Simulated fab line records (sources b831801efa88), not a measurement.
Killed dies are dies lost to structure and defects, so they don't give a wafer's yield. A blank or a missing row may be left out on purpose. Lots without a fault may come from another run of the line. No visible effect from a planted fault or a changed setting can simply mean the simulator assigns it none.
Code-filled problem report in 8D (eight disciplines) form -- flow gf180mcu -- the parts of the form that need people (team, actions taken, sign-off) are left out

## 1. WHAT IS WRONG
Mean M1_ALCU_RS at GF_M1_RS_MEAS_05: 0.0635 ohm/sq over 2 wafers in 2 lots; fault-free wafers: 0.0696 ohm/sq, standard deviation 0.00082. That is -7.4 standard deviations from the usual mean.
The step: measures by four-point-probe.
First seen on wafer L458.2, day 21 09:42, on film_metro-02. Wafers with a number at this step in the record: 36, from 12 lots. By rule, "out" or "out of limits" means more than 4 standard deviations away from the usual mean. The other wafers with a number count as sound.

## 2. WHAT IT IS; WHAT IT IS NOT
question,is,is not
which readings at this step,M1_ALCU_RS,-
which lots,"L458, L460","L444, L445, L447, L449, L450, L451, L452, L454, L455, L467"
which wafers of those lots,"L458.2, L460.1","L458.1, L458.4, L460.2, L460.3"
read on which gauges,film_metro-02,"film_metro-03, film_metro-04"
when,from day 21 09:42,"up to then (29 sound wafers); but 5 sound wafers of L460, L467 came after"

## 3. SUSPECTS, AND WHAT RULES EACH OUT
Counting: any tool at a process step up to the reading remains a suspect provided it ran every lot that is out. Sound lots after the first of them don't rule it out here, since some wafers of a struck lot are sound.
- the gauge at GF_M1_RS_MEAS_05: kept. All the wafers that are out were read on film_metro-02, and no step on other tools shows them out.
- pvd_sputter-04 at GF_M1_SPUTTER_02 (material AlCu, target thk 450 nm, time 23.9 s): kept. It ran every lot that is out, first L458 (day 21 09:37); its last sound lot up to then is L455 (day 20 06:26).
Remaining after the count are pvd_sputter-04 at GF_M1_SPUTTER_02 and film_metro-02 at GF_M1_RS_MEAS_05.

## 4. THE CAUSE (what the simulator had put in)
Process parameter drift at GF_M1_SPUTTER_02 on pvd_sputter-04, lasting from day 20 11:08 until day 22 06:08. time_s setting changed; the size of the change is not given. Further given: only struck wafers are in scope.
Counting left 2 suspects, and this tool is among them.

## 5. THE CHAIN OF EFFECTS, in route order
Each row: a reading whose mean over the struck wafers that have a number lies more than 3 standard deviations from the usual. Scope: only readings with a usual standard deviation given in the record; hours: median across lots of the time from each lot's start at the first step in this table that gives one to its start at this step; sigmas: change in usual standard deviations.
hours,step,reading,usual,on struck wafers,change,sigmas
0,GF_M1_RS_MEAS_05,M1_ALCU_RS,0.0696 ohm/sq,0.0635,-0.0060,-7.4
0,GF_M1_THK_MEAS_06,M1_ALCU_THK,448 nm,490,+42,+6.5

## 6. WHAT WOULD HAVE CAUGHT IT SOONER
The first out-of-limits reading at a measuring or inspecting step in this record came at day 21 09:42, 23 hours after the fault's start at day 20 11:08.
An alarm limit of 4 standard deviations would not have fired on the tool readings at GF_M1_SPUTTER_02 for which the record gives a usual standard deviation, since none of them was out on any struck wafer.
Among the 2 lots that are out, L460 began GF_M1_SPUTTER_02 on pvd_sputter-04 after day 21 09:42. Putting the tool on hold at that point would have spared it.
